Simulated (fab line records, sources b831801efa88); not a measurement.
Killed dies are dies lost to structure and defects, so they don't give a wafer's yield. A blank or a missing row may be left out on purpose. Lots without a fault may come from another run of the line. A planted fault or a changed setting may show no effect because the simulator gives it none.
Chamber matching | flow gf180mcu | GF_POLY_GATE_ETCH_13 on rie_si-01: 4 sister chambers
The step etches poly-Si in HBr/Cl2, stops on SiO2, target depth 198.5 nm, time 69.6 s. 8 wafers are shown with their chamber, then 8 later ones without.

WAFERS WITH THEIR CHAMBER
wafer  | chamber | drypump_motor_current_A (A) | oes_product_au (a.u.)
L756.2 | 3       | 5.15                        | 0.985
L759.3 | 1       | 5.76                        | 0.994
L759.4 | 2       | 5.60                        | 0.984
L759.5 | 2       | 5.56                        | 0.989
L761.1 | 1       | 5.75                        | 0.991
L761.4 | 3       | 5.11                        | 0.986
L761.6 | 0       | 5.59                        | 1.005
L764.2 | 0       | 5.58                        | 1.000

WAFERS WITHOUT THEIR CHAMBER
wafer  | drypump_motor_current_A (A) | oes_product_au (a.u.)
L764.4 | 5.12                        | 0.993
L764.6 | 5.58                        | 0.986
L769.1 | 5.57                        | 0.993
L769.4 | 5.54                        | 0.986
L769.5 | 5.75                        | 0.989
L770.1 | 5.76                        | 0.979
L770.2 | 5.59                        | 0.989
L770.6 | 5.56                        | 0.985

WHICH CHAMBER EACH WENT THROUGH
wafer  | from the rows above     | in truth
L764.4 | 3                       | 3
L764.6 | 2                       | 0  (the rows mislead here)
L769.1 | can't be placed: 2 or 0 | 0
L769.4 | 2                       | 2
L769.5 | 1                       | 1
L770.1 | 1                       | 1
L770.2 | 2                       | 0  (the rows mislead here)
L770.6 | 2                       | 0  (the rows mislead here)
Placed correctly: 4 of 8. Can't be placed from these rows: 1 (the true chamber is among the candidates in 1). Placed wrongly: 3.
How it was worked out, from the rows above alone: a wafer's distance from a chamber is the root of the sum, over the readings, of the square of ((its reading less the chamber's mean) divided by the reading's scatter). The wafer belongs to the nearest chamber; if the next one is less than 2 further off, it can't be placed. A chamber's mean is the mean of its shown wafers. The scatter: the root of (the sum of the squares of (reading less its chamber's mean) over the shown wafers, divided by (wafers less chambers)).
